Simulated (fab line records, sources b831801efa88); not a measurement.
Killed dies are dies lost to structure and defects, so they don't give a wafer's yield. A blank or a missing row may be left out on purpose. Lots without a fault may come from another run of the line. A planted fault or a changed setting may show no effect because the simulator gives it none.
fab line records | flow sky130
record lots=5 wafers=15 last_day=50
route steps=708 shown LDD_N@249 LDD_P@255 LDD_HVN@267 LDD_HVP@278 LDD_LDN@289
lots that met no fault: from a run of the same line without faults
start_h: hours from the record's first day to the start of the lot's first wafer shown | wait_h: hours since the lot's step before | " the same as in the row above | L1.1+2: a row that stands for several wafers | - no value, or no start given | * or withheld: withheld | < > ~ a bound
route shown NAME@n: a module of which the file shows steps, and the number in the route of the first | usual: mean/standard deviation of fault-free wafers | same: alike in all rows | chamber/n: place in a boat | sites: the reading at each site | _std_site: their standard deviation | _edge_site: outer sites' mean less inner sites' | radius_mm: how far each site lies from the wafer's centre | mask NAME#n: copy n | behind: the tool/chamber that last shaped the wafer | hold: why the lot was held/for how many hours/how that ended | device: the transistor (n, p or np) that didn't switch | end of line: the same wafers' tests at the end of the route | a step without rows: its recipe alone | killed: dies lost to structure and defects at the first sort, not the wafer's yield | map: a wafer's dies, x killed, . not, _ none there
set.NAME: the setting as run; set.NAME@STEP: as run at that earlier step | model.NAME: the simulator's own value behind a step, which no gauge read
lots at some steps of the route; a table a step, a row a wafer
services: from which hour (start_h, from the record's first day; less than 0 if before it) a tool's chamber was out of use, for how many hours, and why
## steps
# step SKY_LDD_N_IMPLANT_12
# recipe species=BF2 energy_kev=50 dose_cm2=5e+12 tilt_deg=30 rotation_deg=0
# columns lot.wafer tool chamber start_h wait_h
L074.1+5+6 implanter-03 0 409.50 0.1
L078.2+4+5 implanter-03 0 455.68 0.1
L082.4+5+6 implanter-02 0 498.78 0.1
L090.1+2+3 implanter-03 0 550.30 0.1
L096.1+4+6 implanter-03 0 599.65 0.1
# step SKY_LDD_N_IMPLANT_13
# recipe species=BF2 energy_kev=50 dose_cm2=5e+12 tilt_deg=30 rotation_deg=90
# columns lot.wafer tool chamber start_h wait_h
L074.1+5+6 implanter-03 0 409.65 0.1
L078.2+4+5 implanter-03 0 455.83 0.1
L082.4+5+6 implanter-02 0 498.93 0.1
L090.1+2+3 implanter-03 0 550.45 0.1
L096.1+4+6 implanter-03 0 599.80 0.1
# step SKY_LDD_N_IMPLANT_14
# recipe species=BF2 energy_kev=50 dose_cm2=5e+12 tilt_deg=30 rotation_deg=180
# columns lot.wafer tool chamber start_h wait_h
L074.1+5+6 implanter-03 0 409.80 0.1
L078.2+4+5 implanter-03 0 455.98 0.1
L082.4+5+6 implanter-02 0 499.08 0.1
L090.1+2+3 implanter-03 0 550.60 0.1
L096.1+4+6 implanter-03 0 599.95 0.1
# step SKY_LDD_N_IMPLANT_15
# recipe species=BF2 energy_kev=50 dose_cm2=5e+12 tilt_deg=30 rotation_deg=270
# columns lot.wafer tool chamber start_h wait_h
L074.1+5+6 implanter-03 0 409.95 0.1
L078.2+4+5 implanter-03 0 456.13 0.1
L082.4+5+6 implanter-02 0 499.23 0.1
L090.1+2+3 implanter-03 0 550.75 0.1
L096.1+4+6 implanter-03 0 600.10 0.1
# step SKY_LDD_N_STRIP_16
# recipe chemistry=O2/N2 power_w=1400 pressure_mtorr=1500 platen_temp_c=withheld o2_flow_sccm=3000 n2_flow_sccm=300 overash_fraction=0.5
# usual drypump_motor_current_A=5.52/0.24 o2_flow_sccm=3000/9.6 oes_product_au=0.407/0.004 strip_time_to_endpoint_s=4.314/0.016
# columns lot.wafer tool chamber start_h wait_h drypump_motor_current_A o2_flow_sccm oes_product_au rf_hours_counter_h strip_time_to_endpoint_s
L074.1 plasma_asher-03 1 410.10 0.1 5.44 3001 0.404 70 4.326
L074.5 " 1 " " 5.45 2964 0.401 - 4.334
L074.6 " 0 " " 5.40 3010 0.410 - 4.316
L078.2 plasma_asher-03 0 456.25 0.1 5.40 3037 0.404 2 4.284
L078.4 " 0 " " 5.36 3020 0.406 - 4.295
L078.5 " 1 " " 5.43 2976 0.408 - 4.303
L082.4 plasma_asher-01 1 499.34 0.1 5.92 2991 0.413 - 4.275
L082.5 " 1 " " 5.94 2996 0.407 - 4.291
L082.6 " 0 " " 5.04 3002 0.408 - 4.301
L090.1 plasma_asher-03 0 550.90 0.1 5.39 3002 0.406 12 4.346
L090.2 " 1 " " 5.43 3009 0.404 12 4.324
L090.3 " 1 " " 5.41 2996 0.407 - 4.313
L096.1 plasma_asher-01 1 600.25 0.1 5.95 2999 0.411 43 4.304
L096.4 " 0 " " 5.07 3011 0.409 - 4.292
L096.6 " 0 " " 5.08 3008 0.401 - 4.304
# step SKY_LDD_N_TW_MEAS_17
# usual LDD_N_TW=2581/18
# columns lot.wafer tool chamber start_h wait_h LDD_N_TW
L074.1 film_metro-03 - 410.20 0.1 2596
L074.5 " - " " 2607
L074.6 " - " " 2602
L078.2 film_metro-01 - 456.36 0.1 2563
L078.4 " - " " 2562
L078.5 " - " " 2567
L082.4 film_metro-04 - 499.43 0.1 2570
L082.5 " - " " 2578
L082.6 " - " " 2573
L090.1 film_metro-04 - 551.00 0.1 2562
L090.2 " - " " 2565
L090.3 " - " " 2584
L096.1 film_metro-04 - 600.35 0.1 2591
L096.4 " - " " 2598
L096.6 " - " " 2603
# step SKY_LDD_P_DEHYDRATE_00
# recipe temp_c=200 time_s=60
# columns lot.wafer tool chamber start_h wait_h
L074.1+5+6 litho_track-04 0 424.42 14.2
L078.2+4+5 litho_track-02 0 470.81 14.4
L082.4+5+6 litho_track-02 0 514.16 14.7
L090.1+2+3 litho_track-02 0 566.14 15.1
L096.1+4+6 litho_track-01 0 614.64 14.3
# step SKY_LDD_P_HMDS_01
# recipe prime_time_s=60 prime_temp_c=120
# columns lot.wafer tool chamber start_h wait_h
L074.1+5+6 litho_track-04 0 424.57 0.1
L078.2+4+5 litho_track-02 0 470.96 0.1
L082.4+5+6 litho_track-02 0 514.31 0.1
L090.1+2+3 litho_track-02 0 566.29 0.1
L096.1+4+6 litho_track-01 0 614.79 0.1
# step SKY_LDD_P_COAT_02
# recipe resist=NOVOLAK spin_rpm=3000 resist_thk_nm=1140
# columns lot.wafer tool chamber start_h wait_h
L074.1+5+6 litho_track-04 0 424.72 0.1
L078.2+4+5 litho_track-02 0 471.11 0.1
L082.4+5+6 litho_track-02 0 514.46 0.1
L090.1+2+3 litho_track-02 0 566.44 0.1
L096.1+4+6 litho_track-01 0 614.94 0.1
# step SKY_LDD_P_SOFTBAKE_03
# recipe temp_c=90 time_s=60 resist=NOVOLAK
# columns lot.wafer tool chamber start_h wait_h
L074.1+5+6 litho_track-04 0 424.87 0.1
L078.2+4+5 litho_track-02 0 471.26 0.1
L082.4+5+6 litho_track-02 0 514.61 0.1
L090.1+2+3 litho_track-02 0 566.59 0.1
L096.1+4+6 litho_track-01 0 615.09 0.1
# step SKY_LDD_P_EXPOSE_04
# recipe mask_id=PSDM na=0.6 source_shape=conventional sigma_outer=0.6 polarization=unpolarized target_cd_nm=380 dose_mj=138
# usual focus_offset_nm=0.0/0.51
# columns lot.wafer tool chamber start_h wait_h mask focus_offset_nm
L074.1 iline_stepper-02 0 - - PSDM#0 0.4
L074.5 " 0 " " PSDM#0 -0.1
L074.6 " 0 " " PSDM#0 -0.1
L078.2 iline_stepper-02 0 - - PSDM#0 -0.7
L078.4 " 0 " " PSDM#0 0.2
L078.5 " 0 " " PSDM#0 -0.1
L082.4 iline_stepper-02 0 - - PSDM#0 0.1
L082.5 " 0 " " PSDM#0 -0.3
L082.6 " 0 " " PSDM#0 -0.1
L090.1 iline_stepper-02 0 - - PSDM#0 0.2
L090.2 " 0 " " PSDM#0 0.2
L090.3 " 0 " " PSDM#0 -0.1
L096.1 iline_stepper-01 0 - - PSDM#0 -1.0
L096.4 " 0 " " PSDM#0 0.9
L096.6 " 0 " " PSDM#0 -0.4
# step SKY_LDD_P_PEB_05
# recipe temp_c=withheld time_s=* resist=NOVOLAK
# columns lot.wafer tool chamber start_h wait_h
L074.1+5+6 litho_track-01 0 - -
L078.2+4+5 litho_track-04 0 - -
L082.4+5+6 litho_track-04 0 - -
L090.1+2+3 litho_track-04 0 - -
L096.1+4+6 litho_track-04 0 - -
# step SKY_LDD_P_DEVELOP_06
# recipe resist=NOVOLAK developer=TMAH develop_time_s=60 dev_temp_c=23
# columns lot.wafer tool chamber start_h wait_h
L074.1+5+6 litho_track-01 0 439.69 0.1
L078.2+4+5 litho_track-04 0 486.74 0.1
L082.4+5+6 litho_track-04 0 529.94 0.1
L090.1+2+3 litho_track-04 0 581.22 0.1
L096.1+4+6 litho_track-04 0 629.12 0.1
# step SKY_LDD_P_CD_MEAS_07
# recipe target_cd_nm=380
# usual cd_nm=379.9/2.1
# columns lot.wafer tool chamber start_h wait_h cd_nm
L074.1 cd_sem-01 - 439.84 0.1 375.7
L074.5 " - " " 375.3
L074.6 " - " " 374.9
L078.2 cd_sem-01 - 486.89 0.1 380.2
L078.4 " - " " 375.7
L078.5 " - " " 378.0
L082.4 cd_sem-02 - 530.08 0.1 381.7
L082.5 " - " " 379.7
L082.6 " - " " 383.7
L090.1 cd_sem-01 - 581.37 0.1 379.8
L090.2 " - " " 379.2
L090.3 " - " " 378.8
L096.1 cd_sem-01 - 629.27 0.1 379.0
L096.4 " - " " 380.7
L096.6 " - " " 382.1
# step SKY_LDD_P_OVL_MEAS_08
# usual LDD_P_OVL=-0.4/1
# columns lot.wafer tool chamber start_h wait_h LDD_P_OVL[nm]
L074.1 overlay-01 - 439.96 0.1 -1.2
L074.5 " - " " -2.0
L074.6 " - " " 0.0
L078.2 overlay-02 - 486.99 0.1 0.0
L078.4 " - " " -0.9
L078.5 " - " " -1.0
L082.4 overlay-01 - 530.15 0.1 -0.6
L082.5 " - " " -0.8
L082.6 " - " " -0.2
L090.1 overlay-02 - 581.49 0.1 -0.2
L090.2 " - " " -0.8
L090.3 " - " " -1.8
L096.1 overlay-01 - 629.39 0.1 0.6
L096.4 " - " " -2.4
L096.6 " - " " -0.8
# step SKY_LDD_P_IMPLANT_09
# recipe species=BF2 energy_kev=25 dose_cm2=1e+13 tilt_deg=withheld
# columns lot.wafer tool chamber start_h wait_h
L074.1+5+6 implanter-04 0 439.99 0.0
L078.2+4+5 implanter-04 0 487.05 0.0
L082.4+5+6 implanter-02 0 530.25 0.1
L090.1+2+3 implanter-01 0 581.52 0.0
L096.1+4+6 implanter-02 0 629.42 0.0
# step SKY_LDD_P_STRIP_10
# recipe chemistry=O2/N2 power_w=1400 pressure_mtorr=1500 platen_temp_c=withheld o2_flow_sccm=3000 n2_flow_sccm=300 overash_fraction=0.5
# usual drypump_motor_current_A=5.7/0.37 o2_flow_sccm=3001/8.5 oes_product_au=0.716/0.0047 strip_time_to_endpoint_s=14.19/0.037
# columns lot.wafer tool chamber start_h wait_h drypump_motor_current_A o2_flow_sccm oes_product_au rf_hours_counter_h strip_time_to_endpoint_s
L074.1 plasma_asher-04 0 440.14 0.1 5.5 3009 0.710 78 14.16
L074.5 " 0 " " 5.5 3018 0.712 - 14.14
L074.6 " 1 " " 5.7 2989 0.713 - 14.10
L078.2 plasma_asher-02 0 487.17 0.1 6.4 3001 0.714 62 14.19
L078.4 " 0 " " 6.4 2999 0.714 - 14.17
L078.5 " 1 " " 5.9 2994 0.713 - 14.22
L082.4 plasma_asher-03 1 530.36 0.1 5.4 2998 0.718 - 14.19
L082.5 " 1 " " 5.4 2994 0.722 - 14.22
L082.6 " 0 " " 5.4 2999 0.723 - 14.21
L090.1 plasma_asher-02 1 581.67 0.1 5.9 2996 0.718 72 14.25
L090.2 " 0 " " 6.4 3002 0.730 72 14.24
L090.3 " 1 " " 5.9 3003 0.710 - 14.21
L096.1 plasma_asher-02 1 629.57 0.1 5.9 2983 0.724 77 14.20
L096.4 " 0 " " 6.4 3008 0.712 - 14.23
L096.6 " 0 " " 6.4 2999 0.718 - 14.22
# step SKY_LDD_P_TW_MEAS_11
# usual LDD_P_TW=632/3.4
# columns lot.wafer tool chamber start_h wait_h LDD_P_TW
L074.1 film_metro-02 - 440.24 0.1 628
L074.5 " - " " 631
L074.6 " - " " 629
L078.2 film_metro-01 - 487.28 0.1 632
L078.4 " - " " 631
L078.5 " - " " 631
L082.4 film_metro-01 - 530.45 0.1 624
L082.5 " - " " 633
L082.6 " - " " 627
L090.1 film_metro-04 - 581.77 0.1 637
L090.2 " - " " 637
L090.3 " - " " 636
L096.1 film_metro-02 - 629.67 0.1 627
L096.4 " - " " 630
L096.6 " - " " 627
# step SKY_LDD_HVN_DEHYDRATE_00
# recipe temp_c=200 time_s=60
# columns lot.wafer tool chamber start_h wait_h
L074.1+5+6 litho_track-02 0 455.64 15.4
L078.2+4+5 litho_track-01 0 502.06 14.8
L082.4+5+6 litho_track-03 0 544.84 14.4
L090.1+2+3 litho_track-01 0 596.94 15.2
L096.1+4+6 litho_track-02 0 643.59 13.9
# step SKY_LDD_HVN_HMDS_01
# recipe prime_time_s=60 prime_temp_c=120
# columns lot.wafer tool chamber start_h wait_h
L074.1+5+6 litho_track-02 0 455.79 0.1
L078.2+4+5 litho_track-01 0 502.21 0.1
L082.4+5+6 litho_track-03 0 544.99 0.1
L090.1+2+3 litho_track-01 0 597.09 0.1
L096.1+4+6 litho_track-02 0 643.74 0.1
# step SKY_LDD_HVN_COAT_02
# recipe resist=NOVOLAK spin_rpm=3000 resist_thk_nm=300
# columns lot.wafer tool chamber start_h wait_h
L074.1+5+6 litho_track-02 0 455.94 0.1
L078.2+4+5 litho_track-01 0 502.36 0.1
L082.4+5+6 litho_track-03 0 545.14 0.1
L090.1+2+3 litho_track-01 0 597.24 0.1
L096.1+4+6 litho_track-02 0 643.89 0.1
# step SKY_LDD_HVN_SOFTBAKE_03
# recipe temp_c=90 time_s=60 resist=NOVOLAK
# columns lot.wafer tool chamber start_h wait_h
L074.1+5+6 litho_track-02 0 456.09 0.1
L078.2+4+5 litho_track-01 0 502.51 0.1
L082.4+5+6 litho_track-03 0 545.29 0.1
L090.1+2+3 litho_track-01 0 597.39 0.1
L096.1+4+6 litho_track-02 0 644.04 0.1
# step SKY_LDD_HVN_EXPOSE_04
# recipe mask_id=HVNTM na=0.6 source_shape=conventional sigma_outer=0.6 polarization=unpolarized target_cd_nm=700 dose_mj=127
# usual focus_offset_nm=0.0/0.48
# columns lot.wafer tool chamber start_h wait_h mask focus_offset_nm
L074.1 iline_stepper-01 0 - - HVNTM#0 -0.2
L074.5 " 0 " " HVNTM#0 -0.8
L074.6 " 0 " " HVNTM#0 -0.2
L078.2 iline_stepper-01 0 - - HVNTM#0 0.0
L078.4 " 0 " " HVNTM#0 0.3
L078.5 " 0 " " HVNTM#0 0.2
L082.4 iline_stepper-01 0 - - HVNTM#0 0.0
L082.5 " 0 " " HVNTM#0 -0.1
L082.6 " 0 " " HVNTM#0 0.1
L090.1 iline_stepper-02 0 - - HVNTM#0 0.1
L090.2 " 0 " " HVNTM#0 0.1
L090.3 " 0 " " HVNTM#0 0.1
L096.1 iline_stepper-02 0 - - HVNTM#0 0.1
L096.4 " 0 " " HVNTM#0 0.2
L096.6 " 0 " " HVNTM#0 0.0
# step SKY_LDD_HVN_PEB_05
# recipe temp_c=withheld time_s=* resist=NOVOLAK
# columns lot.wafer tool chamber start_h wait_h
L074.1+5+6 litho_track-03 0 - -
L078.2+4+5 litho_track-03 0 - -
L082.4+5+6 litho_track-03 0 - -
L090.1+2+3 litho_track-01 0 - -
L096.1+4+6 litho_track-01 0 - -
# step SKY_LDD_HVN_DEVELOP_06
# recipe resist=NOVOLAK developer=TMAH develop_time_s=60 dev_temp_c=23
# columns lot.wafer tool chamber start_h wait_h
L074.1+5+6 litho_track-03 0 471.37 0.1
L078.2+4+5 litho_track-03 0 517.04 0.1
L082.4+5+6 litho_track-03 0 560.24 0.1
L090.1+2+3 litho_track-01 0 611.84 0.1
L096.1+4+6 litho_track-01 0 658.14 0.1
# step SKY_LDD_HVN_OVL_MEAS_07
# usual LDD_HVN_OVL=-0.1/1.4
# columns lot.wafer tool chamber start_h wait_h LDD_HVN_OVL[nm]
L074.1 overlay-02 - 471.52 0.1 1.7
L074.5 " - " " 1.1
L074.6 " - " " -0.5
L078.2 overlay-02 - 517.17 0.1 0.0
L078.4 " - " " -0.7
L078.5 " - " " -0.3
L082.4 overlay-01 - 560.33 0.1 0.2
L082.5 " - " " -2.2
L082.6 " - " " -2.8
L090.1 overlay-01 - 611.99 0.1 0.4
L090.2 " - " " -1.0
L090.3 " - " " -0.4
L096.1 overlay-02 - 658.29 0.1 -1.7
L096.4 " - " " -0.3
L096.6 " - " " -0.8
# step SKY_LDD_HVN_IMPLANT_08
# recipe species=P energy_kev=60 dose_cm2=3e+13 tilt_deg=40
# columns lot.wafer tool chamber start_h wait_h
L074.1+5+6 implanter-04 0 471.55 0.0
L078.2+4+5 implanter-04 0 517.23 0.0
L082.4+5+6 implanter-03 0 560.43 0.1
L090.1+2+3 implanter-02 0 612.02 0.0
L096.1+4+6 implanter-04 0 658.32 0.0
# step SKY_LDD_HVN_STRIP_09
# recipe chemistry=O2/N2 power_w=1400 pressure_mtorr=1500 platen_temp_c=withheld o2_flow_sccm=3000 n2_flow_sccm=300 overash_fraction=0.5
# usual drypump_motor_current_A=5.7/0.39 o2_flow_sccm=3001/8.1 oes_product_au=0.408/0.0046 strip_time_to_endpoint_s=4.135/0.014
# columns lot.wafer tool chamber start_h wait_h drypump_motor_current_A o2_flow_sccm oes_product_au rf_hours_counter_h strip_time_to_endpoint_s
L074.1 plasma_asher-02 0 471.70 0.1 6.4 3003 0.404 60 4.116
L074.5 " 1 " " 5.9 3009 0.418 - 4.143
L074.6 " 0 " " 6.4 2994 0.416 - 4.151
L078.2 plasma_asher-01 0 517.35 0.1 5.0 2998 0.404 38 4.118
L078.4 " 0 " " 5.1 2994 0.412 - 4.130
L078.5 " 1 " " 5.9 2993 0.410 - 4.124
L082.4 plasma_asher-04 1 560.54 0.1 5.7 2998 0.412 - 4.132
L082.5 " 0 " " 5.5 3003 0.408 - 4.136
L082.6 " 1 " " 5.7 3011 0.417 - 4.147
L090.1 plasma_asher-01 1 612.17 0.1 5.9 3011 0.410 44 4.120
L090.2 " 0 " " 5.1 3007 0.405 44 4.123
L090.3 " 0 " " 5.1 2996 0.407 - 4.120
L096.1 plasma_asher-04 1 658.47 0.1 5.7 3008 0.416 101 4.140
L096.4 " 1 " " 5.8 2995 0.405 - 4.147
L096.6 " 0 " " 5.6 2987 0.405 - 4.151
# step SKY_LDD_HVN_TW_MEAS_10
# usual LDD_HVN_TW=1437/9.8
# columns lot.wafer tool chamber start_h wait_h LDD_HVN_TW
L074.1 film_metro-03 - 471.80 0.1 1443
L074.5 " - " " 1446
L074.6 " - " " 1446
L078.2 film_metro-02 - 517.46 0.1 1426
L078.4 " - " " 1425
L078.5 " - " " 1422
L082.4 film_metro-04 - 560.63 0.1 1443
L082.5 " - " " 1440
L082.6 " - " " 1431
L090.1 film_metro-02 - 612.27 0.1 1432
L090.2 " - " " 1431
L090.3 " - " " 1437
L096.1 film_metro-04 - 658.57 0.1 1422
L096.4 " - " " 1433
L096.6 " - " " 1424
# step SKY_LDD_HVP_DEHYDRATE_00
# recipe temp_c=200 time_s=60
# columns lot.wafer tool chamber start_h wait_h
L074.1+5+6 litho_track-03 0 486.67 14.9
L078.2+4+5 litho_track-03 0 532.49 15.0
L082.4+5+6 litho_track-03 0 575.34 14.7
L090.1+2+3 litho_track-04 0 625.92 13.6
L096.1+4+6 litho_track-03 0 671.72 13.1
# step SKY_LDD_HVP_HMDS_01
# recipe prime_time_s=60 prime_temp_c=120
# columns lot.wafer tool chamber start_h wait_h
L074.1+5+6 litho_track-03 0 486.82 0.1
L078.2+4+5 litho_track-03 0 532.64 0.1
L082.4+5+6 litho_track-03 0 575.49 0.1
L090.1+2+3 litho_track-04 0 626.07 0.1
L096.1+4+6 litho_track-03 0 671.87 0.1
# step SKY_LDD_HVP_COAT_02
# recipe resist=NOVOLAK spin_rpm=3000 resist_thk_nm=300
# columns lot.wafer tool chamber start_h wait_h
L074.1+5+6 litho_track-03 0 486.97 0.1
L078.2+4+5 litho_track-03 0 532.79 0.1
L082.4+5+6 litho_track-03 0 575.64 0.1
L090.1+2+3 litho_track-04 0 626.22 0.1
L096.1+4+6 litho_track-03 0 672.02 0.1
# step SKY_LDD_HVP_SOFTBAKE_03
# recipe temp_c=90 time_s=60 resist=NOVOLAK
# columns lot.wafer tool chamber start_h wait_h
L074.1+5+6 litho_track-03 0 487.12 0.1
L078.2+4+5 litho_track-03 0 532.94 0.1
L082.4+5+6 litho_track-03 0 575.79 0.1
L090.1+2+3 litho_track-04 0 626.37 0.1
L096.1+4+6 litho_track-03 0 672.17 0.1
# step SKY_LDD_HVP_EXPOSE_04
# recipe mask_id=HVPTM na=0.6 source_shape=conventional sigma_outer=0.6 polarization=unpolarized target_cd_nm=700 dose_mj=86
# usual focus_offset_nm=-0.1/0.5
# columns lot.wafer tool chamber start_h wait_h mask focus_offset_nm
L074.1 iline_stepper-02 0 - - HVPTM#0 0.1
L074.5 " 0 " " HVPTM#0 -0.2
L074.6 " 0 " " HVPTM#0 -0.5
L078.2 iline_stepper-02 0 - - HVPTM#0 0.4
L078.4 " 0 " " HVPTM#0 0.3
L078.5 " 0 " " HVPTM#0 -0.2
L082.4 iline_stepper-02 0 - - HVPTM#0 0.3
L082.5 " 0 " " HVPTM#0 0.4
L082.6 " 0 " " HVPTM#0 0.1
L090.1 iline_stepper-02 0 - - HVPTM#0 -0.4
L090.2 " 0 " " HVPTM#0 0.0
L090.3 " 0 " " HVPTM#0 -0.5
L096.1 iline_stepper-02 0 - - HVPTM#0 0.1
L096.4 " 0 " " HVPTM#0 0.6
L096.6 " 0 " " HVPTM#0 1.0
# step SKY_LDD_HVP_PEB_05
# recipe temp_c=withheld time_s=* resist=NOVOLAK
# columns lot.wafer tool chamber start_h wait_h
L074.1+5+6 litho_track-04 0 - -
L078.2+4+5 litho_track-04 0 - -
L082.4+5+6 litho_track-04 0 - -
L090.1+2+3 litho_track-03 0 - -
L096.1+4+6 litho_track-02 0 - -
# step SKY_LDD_HVP_DEVELOP_06
# recipe resist=NOVOLAK developer=TMAH develop_time_s=60 dev_temp_c=23
# columns lot.wafer tool chamber start_h wait_h
L074.1+5+6 litho_track-04 0 502.42 0.1
L078.2+4+5 litho_track-04 0 548.09 0.1
L082.4+5+6 litho_track-04 0 590.34 0.1
L090.1+2+3 litho_track-03 0 640.97 0.1
L096.1+4+6 litho_track-02 0 686.54 0.1
# step SKY_LDD_HVP_OVL_MEAS_07
# usual LDD_HVP_OVL=-0.5/1.3
# columns lot.wafer tool chamber start_h wait_h LDD_HVP_OVL[nm]
L074.1 overlay-02 - 502.57 0.1 -1.6
L074.5 " - " " 0.2
L074.6 " - " " -0.6
L078.2 overlay-01 - 548.22 0.1 1.7
L078.4 " - " " 0.4
L078.5 " - " " 1.5
L082.4 overlay-01 - 590.43 0.1 -1.9
L082.5 " - " " -1.8
L082.6 " - " " -1.2
L090.1 overlay-01 - 641.12 0.1 1.5
L090.2 " - " " -1.7
L090.3 " - " " 0.6
L096.1 overlay-02 - 686.69 0.1 -0.6
L096.4 " - " " -2.1
L096.6 " - " " 1.0
# step SKY_LDD_HVP_IMPLANT_08
# recipe species=B energy_kev=20 dose_cm2=1.7e+13 tilt_deg=17.9
# columns lot.wafer tool chamber start_h wait_h
L074.1+5+6 implanter-04 0 502.60 0.0
L078.2+4+5 implanter-03 0 548.28 0.0
L082.4+5+6 implanter-01 0 590.53 0.1
L090.1+2+3 implanter-03 0 641.15 0.0
L096.1+4+6 implanter-03 0 686.72 0.0
# step SKY_LDD_HVP_STRIP_09
# recipe chemistry=O2/N2 power_w=1400 pressure_mtorr=1500 platen_temp_c=withheld o2_flow_sccm=3000 n2_flow_sccm=300 overash_fraction=0.5
# usual drypump_motor_current_A=5.8/0.46 o2_flow_sccm=2999/8.5 oes_product_au=0.409/0.0045 strip_time_to_endpoint_s=4.133/0.014
# columns lot.wafer tool chamber start_h wait_h drypump_motor_current_A o2_flow_sccm oes_product_au rf_hours_counter_h strip_time_to_endpoint_s
L074.1 plasma_asher-02 1 502.75 0.1 5.9 2977 0.411 63 4.154
L074.5 " 1 " " 5.9 2987 0.409 - 4.123
L074.6 " 0 " " 6.4 3001 0.409 - 4.133
L078.2 plasma_asher-02 1 548.40 0.1 5.9 3014 0.410 68 4.137
L078.4 " 1 " " 5.9 3013 0.411 - 4.147
L078.5 " 1 " " 5.9 3000 0.407 - 4.144
L082.4 plasma_asher-01 0 590.64 0.1 5.1 3011 0.407 - 4.134
L082.5 " 0 " " 5.1 3006 0.406 - 4.121
L082.6 " 1 " " 5.9 3000 0.413 - 4.123
L090.1 plasma_asher-01 1 641.30 0.1 5.9 3005 0.410 47 4.142
L090.2 " 0 " " 5.0 3001 0.401 47 4.113
L090.3 " 1 " " 5.9 2996 0.408 - 4.142
L096.1 plasma_asher-03 1 686.87 0.1 5.4 3003 0.408 26 4.128
L096.4 " 1 " " 5.4 2998 0.408 - 4.138
L096.6 " 1 " " 5.4 3004 0.409 - 4.154
# step SKY_LDD_HVP_TW_MEAS_10
# usual LDD_HVP_TW=454/3.2
# columns lot.wafer tool chamber start_h wait_h LDD_HVP_TW
L074.1 film_metro-02 - 502.85 0.1 452
L074.5 " - " " 452
L074.6 " - " " 453
L078.2 film_metro-03 - 548.51 0.1 462
L078.4 " - " " 461
L078.5 " - " " 462
L082.4 film_metro-03 - 590.73 0.1 456
L082.5 " - " " 460
L082.6 " - " " 458
L090.1 film_metro-03 - 641.40 0.1 456
L090.2 " - " " 455
L090.3 " - " " 456
L096.1 film_metro-02 - 686.97 0.1 451
L096.4 " - " " 451
L096.6 " - " " 451
# step SKY_LDD_LDN_DEHYDRATE_00
# recipe temp_c=200 time_s=60
# columns lot.wafer tool chamber start_h wait_h
L074.1+5+6 litho_track-03 0 517.17 14.3
L078.2+4+5 litho_track-01 0 563.46 14.9
L082.4+5+6 litho_track-03 0 605.49 14.7
L090.1+2+3 litho_track-03 0 655.12 13.7
L096.1+4+6 litho_track-04 0 700.47 13.5
# step SKY_LDD_LDN_HMDS_01
# recipe prime_time_s=60 prime_temp_c=120
# columns lot.wafer tool chamber start_h wait_h
L074.1+5+6 litho_track-03 0 517.32 0.1
L078.2+4+5 litho_track-01 0 563.61 0.1
L082.4+5+6 litho_track-03 0 605.64 0.1
L090.1+2+3 litho_track-03 0 655.27 0.1
L096.1+4+6 litho_track-04 0 700.62 0.1
# step SKY_LDD_LDN_COAT_02
# recipe resist=NOVOLAK spin_rpm=3000 resist_thk_nm=1140
# columns lot.wafer tool chamber start_h wait_h
L074.1+5+6 litho_track-03 0 517.47 0.1
L078.2+4+5 litho_track-01 0 563.76 0.1
L082.4+5+6 litho_track-03 0 605.79 0.1
L090.1+2+3 litho_track-03 0 655.42 0.1
L096.1+4+6 litho_track-04 0 700.77 0.1
# step SKY_LDD_LDN_SOFTBAKE_03
# recipe temp_c=90 time_s=60 resist=NOVOLAK
# columns lot.wafer tool chamber start_h wait_h
L074.1+5+6 litho_track-03 0 517.62 0.1
L078.2+4+5 litho_track-01 0 563.91 0.1
L082.4+5+6 litho_track-03 0 605.94 0.1
L090.1+2+3 litho_track-03 0 655.57 0.1
L096.1+4+6 litho_track-04 0 700.92 0.1
# step SKY_LDD_LDN_EXPOSE_04
# recipe mask_id=LDNTM na=0.6 source_shape=conventional sigma_outer=0.6 polarization=unpolarized target_cd_nm=700 dose_mj=140
# usual focus_offset_nm=0.0/0.57
# columns lot.wafer tool chamber start_h wait_h mask focus_offset_nm
L074.1 iline_stepper-01 0 - - LDNTM#0 -0.3
L074.5 " 0 " " LDNTM#0 -0.5
L074.6 " 0 " " LDNTM#0 -0.2
L078.2 iline_stepper-02 0 - - LDNTM#0 -0.7
L078.4 " 0 " " LDNTM#0 -0.6
L078.5 " 0 " " LDNTM#0 -1.1
L082.4 iline_stepper-02 0 - - LDNTM#0 0.0
L082.5 " 0 " " LDNTM#0 0.8
L082.6 " 0 " " LDNTM#0 0.1
L090.1 iline_stepper-02 0 - - LDNTM#0 0.4
L090.2 " 0 " " LDNTM#0 0.1
L090.3 " 0 " " LDNTM#0 0.1
L096.1 iline_stepper-01 0 - - LDNTM#0 0.1
L096.4 " 0 " " LDNTM#0 -0.3
L096.6 " 0 " " LDNTM#0 0.5
# step SKY_LDD_LDN_PEB_05
# recipe temp_c=withheld time_s=* resist=NOVOLAK
# columns lot.wafer tool chamber start_h wait_h
L074.1+5+6 litho_track-03 0 - -
L078.2+4+5 litho_track-01 0 - -
L082.4+5+6 litho_track-01 0 - -
L090.1+2+3 litho_track-01 0 - -
L096.1+4+6 litho_track-03 0 - -
# step SKY_LDD_LDN_DEVELOP_06
# recipe resist=NOVOLAK developer=TMAH develop_time_s=60 dev_temp_c=23
# columns lot.wafer tool chamber start_h wait_h
L074.1+5+6 litho_track-03 0 533.22 0.1
L078.2+4+5 litho_track-01 0 578.66 0.1
L082.4+5+6 litho_track-01 0 620.06 0.1
L090.1+2+3 litho_track-01 0 669.04 0.1
L096.1+4+6 litho_track-03 0 715.27 0.1
## services
# columns tool chamber start_h hours kind
iline_stepper-02 - 399.88 4.4 pm
iline_stepper-01 - 404.33 1.7 pm
plasma_asher-03 - 421.25 9.0 pm
plasma_asher-03 - 431.08 2.7 repair
implanter-04 - 432.21 2.3 repair
plasma_asher-04 - 441.68 1.2 repair
implanter-04 - 456.19 7.0 pm
implanter-02 - 458.96 1.5 repair
iline_stepper-02 - 474.97 1.8 repair
plasma_asher-02 - 477.91 0.9 repair
implanter-03 - 481.24 1.1 repair
implanter-02 - 535.30 4.4 pm
plasma_asher-01 - 541.29 28.1 pm
implanter-02 - 556.09 2.0 repair
plasma_asher-02 - 560.32 1.0 repair
implanter-03 - 566.77 3.4 pm
plasma_asher-01 - 569.39 2.8 pm
plasma_asher-02 - 610.15 0.9 repair
iline_stepper-01 - 619.67 1.7 pm
iline_stepper-01 - 622.93 1.3 repair
implanter-02 - 633.04 3.5 repair
implanter-02 - 634.51 4.2 repair
iline_stepper-02 - 638.26 1.7 pm
implanter-02 - 682.49 3.7 repair
## key
fault none
